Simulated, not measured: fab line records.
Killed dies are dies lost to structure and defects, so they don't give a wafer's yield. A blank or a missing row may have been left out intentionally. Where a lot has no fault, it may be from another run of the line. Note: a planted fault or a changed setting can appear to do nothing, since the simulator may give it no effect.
Check for tools in common | flow gf180mcu | Lots sampled 14, wafers sampled 42

== REASON IT WAS OPENED ==
Of 14 lots, 2 have the reading HV_LDD_03_OVL flagged at GF_HV_LDD_OVL_MEAS_47. Wafers without a fault read 0.3 nm, standard deviation 1.2.
Rule: flag the lot when none of its wafers has a number, or when each of its wafers that has one lies beyond 4 standard deviations from that mean. All remaining lots are regarded as sound.

lot  | measured     | on         | HV_LDD_03_OVL (nm), wafer by wafer | flag
L680 | day 12 08:21 | overlay-01 | 1.6 1.2 -1.5                       |
L682 | day 13 05:11 | overlay-01 | -1.0 0.4 -0.2                      |
L683 | day 13 15:00 | overlay-01 | -1.4 -0.7 -0.1                     |
L684 | day 13 20:17 | overlay-02 | 0.5 -0.4 -0.7                      |
L687 | day 14 19:44 | overlay-01 | 161.7 161.2 162.2                  | FLAGGED
L688 | day 15 00:44 | overlay-01 | 163.9 163.6 164.6                  | FLAGGED
L689 | day 15 12:35 | overlay-02 | 0.8 1.5 0.4                        |
L692 | day 16 13:30 | overlay-01 | 1.4 2.1 1.5                        |
L696 | day 17 19:04 | overlay-02 | 0.9 0.5 0.9                        |
L697 | day 18 01:17 | overlay-02 | 1.3 2.1 0.9                        |
L698 | day 18 09:56 | overlay-02 | 0.2 0.6 0.2                        |
L699 | day 19 00:11 | overlay-02 | -0.9 -1.7 -1.2                     |
L700 | day 19 04:29 | overlay-02 | 1.4 0.6 -0.7                       |
L702 | day 19 22:26 | overlay-02 | -0.2 -1.6 0.3                      |
Flagged lots average 162.9 nm: +162.6 nm relative to the usual, that is +99 or more standard deviations.

== WHICH TOOL EACH LOT WENT THROUGH ==
The record keeps 1 process step preceding the reading, out of 602 steps on the route. Every cell lists first the tool, next ch and the chambers used by the sampled wafers, and last the start.
lot  | flag    | GF_HV_LDD_EXPOSE_43
L680 |         | iline-stepper-02 ch 0, day 11 22:11
L682 |         | iline-stepper-02 ch 0, day 12 19:26
L683 |         | iline-stepper-01 ch 0, day 13 05:05
L684 |         | iline-stepper-01 ch 0, day 13 09:53
L687 | FLAGGED | iline-stepper-01 ch 0, day 14 08:58
L688 | FLAGGED | iline-stepper-01 ch 0, day 14 14:08
L689 |         | iline-stepper-02 ch 0, day 15 01:58
L692 |         | iline-stepper-02 ch 0, day 16 02:26
L696 |         | iline-stepper-02 ch 0, day 17 07:36
L697 |         | iline-stepper-02 ch 0, day 17 13:44
L698 |         | iline-stepper-02 ch 0, day 17 22:11
L699 |         | iline-stepper-02 ch 0, day 18 11:42
L700 |         | iline-stepper-02 ch 0, day 18 16:32
L702 |         | iline-stepper-02 ch 0, day 19 10:28
These steps, and what they do:
- GF_HV_LDD_EXPOSE_43: exposes mask Pplus HV AREA, target cd 400 nm.
- GF_HV_LDD_OVL_MEAS_47

== FLAGGED AGAINST TOTAL, ONE TOOL AT A TIME (gauges that did the reading follow at the end) ==
step                  | tool             | lots run | flagged | share of the flagged lots | sound lots run after its first flagged lot
GF_HV_LDD_EXPOSE_43   | iline-stepper-01 | 4        | 2       | all                       | 0
GF_HV_LDD_EXPOSE_43   | iline-stepper-02 | 10       | 0       | none                      | -
GF_HV_LDD_OVL_MEAS_47 | overlay-01       | 6        | 2       | all                       | 1 (L692)
GF_HV_LDD_OVL_MEAS_47 | overlay-02       | 8        | 0       | none                      | -

== WHAT THE TABLE ALLOWS ==
Table rows that saw every flagged lot: 2, namely iline-stepper-01 at GF_HV_LDD_EXPOSE_43 and overlay-01 at GF_HV_LDD_OVL_MEAS_47.
- iline-stepper-01 at GF_HV_LDD_EXPOSE_43 ran 4 lots, 2 of them flagged. Its last sound lot is L684 (day 13 09:53), its first flagged lot L687 (day 14 08:58): a fault that began between those two fits.
- overlay-01 at GF_HV_LDD_OVL_MEAS_47 ran 6 lots, 2 of them flagged. Sound lots ran on it after the first flagged one (L692), which a lasting fault on the whole tool wouldn't allow.
Just one tool remains: iline-stepper-01 at GF_HV_LDD_EXPOSE_43.

== WHAT WAS PUT IN BY THE SIMULATOR ==
Scanner matching overlay: iline-stepper-01, from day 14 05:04 on, at GF_HV_LDD_EXPOSE_43. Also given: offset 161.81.
Struck lots among those shown: L687, L688. The same result came from the rule above.
